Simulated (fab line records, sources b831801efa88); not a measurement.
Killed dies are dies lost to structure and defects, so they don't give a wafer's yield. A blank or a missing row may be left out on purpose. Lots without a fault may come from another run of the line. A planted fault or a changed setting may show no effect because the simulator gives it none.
One fault seen from 2 desks | flow gf180mcu | each desk has only its own numbers; what lay behind them comes last

THE METROLOGY DESK
What the gauges read, lot by lot, whatever tool the lot ran on: means of the sampled wafers that have a number. A lot is out of limits, marked OUT, if its mean lies more than 4 standard deviations from the usual mean; the brackets give that distance.
Columns: A = POLY_GATE_CVD_00_THK at GF_POLY_GATE_THK_MEAS_01, usual 200.7 nm; B = cd_nm at GF_POLY_GATE_CD_MEAS_10, usual 279.8 nm; C = POLY_GATE_OVL at GF_POLY_GATE_OVL_MEAS_11, usual -3 nm
lot  | first seen here | A     | B     | C
L977 | day 9 17:41     | 201.8 | 280.0 | -3
L983 | day 11 10:11    | 200.2 | 278.6 | 5
L988 | day 12 20:37    | 200.4 | 280.6 | 2
L992 | day 13 23:34    | 199.6 | 279.6 | -2
L994 | day 14 14:28    | 198.0 | 279.9 | -6
L995 | day 14 18:05    | 200.8 | 279.3 | -2
This desk's finding: nothing out of limits on any of the 6 lots.

THE TOOL OWNER'S DESK: rie_diel-01
The tool's own readings at GF_POLY_GATE_ETCH_12 (etches BARC in N2/H2): means of the sampled wafers that have a number, for each lot that ran on this tool. A lot is out of limits, marked OUT, if its mean lies more than 4 standard deviations from the usual mean; the brackets give that distance.
Columns: A = drypump_motor_current_A at GF_POLY_GATE_ETCH_12, usual 5.5 A; B = oes_product_au at GF_POLY_GATE_ETCH_12, usual 0.736 a.u.; C = rf_fwd_power_W at GF_POLY_GATE_ETCH_12, usual 495.2 W; D = throttle_valve_pct at GF_POLY_GATE_ETCH_12, usual 13.215 %
lot  | first seen here | A   | B     | C               | D
L983 | day 12 06:08    | 6.0 | 0.736 | 495.2           | 13.220
L988 | day 13 15:41    | 5.6 | 0.734 | 429.7 (-33) OUT | 13.212
L992 | day 14 20:47    | 5.3 | 0.734 | 428.4 (-33) OUT | 13.221
This desk's finding: out of limits on L988, L992; first on L988, day 13 15:41 (rf_fwd_power_W at GF_POLY_GATE_ETCH_12). In limits: L983.

PUT TOGETHER
The tool owner's desk could have raised an alarm at day 13 15:41, on L988, L992.
The metrology desk saw nothing out of limits.
The metrology desk has L988, L992 on record, within its limits.
Of the lots named, all ran GF_POLY_GATE_ETCH_12 on rie_diel-01.

WHAT THE SIMULATOR HAD PUT IN
Process parameter drift: rie_diel-01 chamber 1, from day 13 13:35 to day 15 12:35, at GF_POLY_GATE_ETCH_12. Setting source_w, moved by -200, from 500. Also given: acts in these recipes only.
Lots struck among those shown: L988, L992.
Hours from the fault's start to each desk's first reading out of limits: the tool owner's desk, 2.
